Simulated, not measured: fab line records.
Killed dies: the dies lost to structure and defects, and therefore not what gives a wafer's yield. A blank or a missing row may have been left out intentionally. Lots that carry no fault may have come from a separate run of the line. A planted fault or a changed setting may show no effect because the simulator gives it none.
Which tool is to blame? || flow gf180mcu || 21 wafers from 7 lots sampled at 2 of the route's 602 steps

WHAT EACH GAUGE READ, for each wafer
GF_VT_IMPLANT_TW_MEAS_43.
{"lot": "L729", "measured": "day 8 03:14", "on": "filmMetro-04", "VT_IMPLANT_4_TW": "685 688 683"}
{"lot": "L730", "measured": "day 8 10:37", "on": "filmMetro-04", "VT_IMPLANT_4_TW": "690 688 685"}
{"lot": "L733", "measured": "day 9 07:52", "on": "filmMetro-04", "VT_IMPLANT_4_TW": "689 685 685"}
{"lot": "L737", "measured": "day 10 13:13", "on": "filmMetro-01", "VT_IMPLANT_4_TW": "633 632 634"}
{"lot": "L741", "measured": "day 11 14:22", "on": "filmMetro-04", "VT_IMPLANT_4_TW": "621 624 626"}
{"lot": "L746", "measured": "day 12 21:38", "on": "filmMetro-04", "VT_IMPLANT_4_TW": "689 689 692"}
{"lot": "L749", "measured": "day 13 18:27", "on": "filmMetro-01", "VT_IMPLANT_4_TW": "697 697 700"}

EACH LOT AND THE TOOL THAT RAN IT (in order: tool; ch and the chambers of the sampled wafers; start)
{"lot": "L729", "GF_VT_IMPLANT_IMPLANT_41": "implanter-04 ch 0, day 8 02:59"}
{"lot": "L730", "GF_VT_IMPLANT_IMPLANT_41": "implanter-03 ch 0, day 8 10:22"}
{"lot": "L733", "GF_VT_IMPLANT_IMPLANT_41": "implanter-03 ch 0, day 9 07:36"}
{"lot": "L737", "GF_VT_IMPLANT_IMPLANT_41": "implanter-04 ch 0, day 10 13:01"}
{"lot": "L741", "GF_VT_IMPLANT_IMPLANT_41": "implanter-04 ch 0, day 11 14:09"}
{"lot": "L746", "GF_VT_IMPLANT_IMPLANT_41": "implanter-01 ch 0, day 12 21:25"}
{"lot": "L749", "GF_VT_IMPLANT_IMPLANT_41": "implanter-04 ch 0, day 13 18:12"}
- GF_VT_IMPLANT_IMPLANT_41

THE ANSWER, worked out from the rows above alone
Rule: usual is defined by the lots themselves. Put in order of their means at a reading, lots are off if they are a third of the lots or fewer, leave a main group of 4 or more, and stand apart from it by a gap of 3 or more times the standard deviation of the main group's means; of several such gaps the widest counts. Not used: any main group whose means are identical at the precision the tables above print for the reading. Also off: a lot with no number at a reading for which 4 or more lots have one. All remaining lots with rows at the step are treated as sound.
Off: at GF_VT_IMPLANT_TW_MEAS_43 (VT_IMPLANT_4_TW), L737, L741. For the main group the mean is 689 and the standard deviation 4.5.
If a tool, at a process step before that reading, ran all the lots that are off and no sound lot after the first of them, it fits. Gauges at GF_VT_IMPLANT_TW_MEAS_43: tried the same way as those tools. Not one of the candidates tried fits.

WHAT WAS PUT IN BY THE SIMULATOR
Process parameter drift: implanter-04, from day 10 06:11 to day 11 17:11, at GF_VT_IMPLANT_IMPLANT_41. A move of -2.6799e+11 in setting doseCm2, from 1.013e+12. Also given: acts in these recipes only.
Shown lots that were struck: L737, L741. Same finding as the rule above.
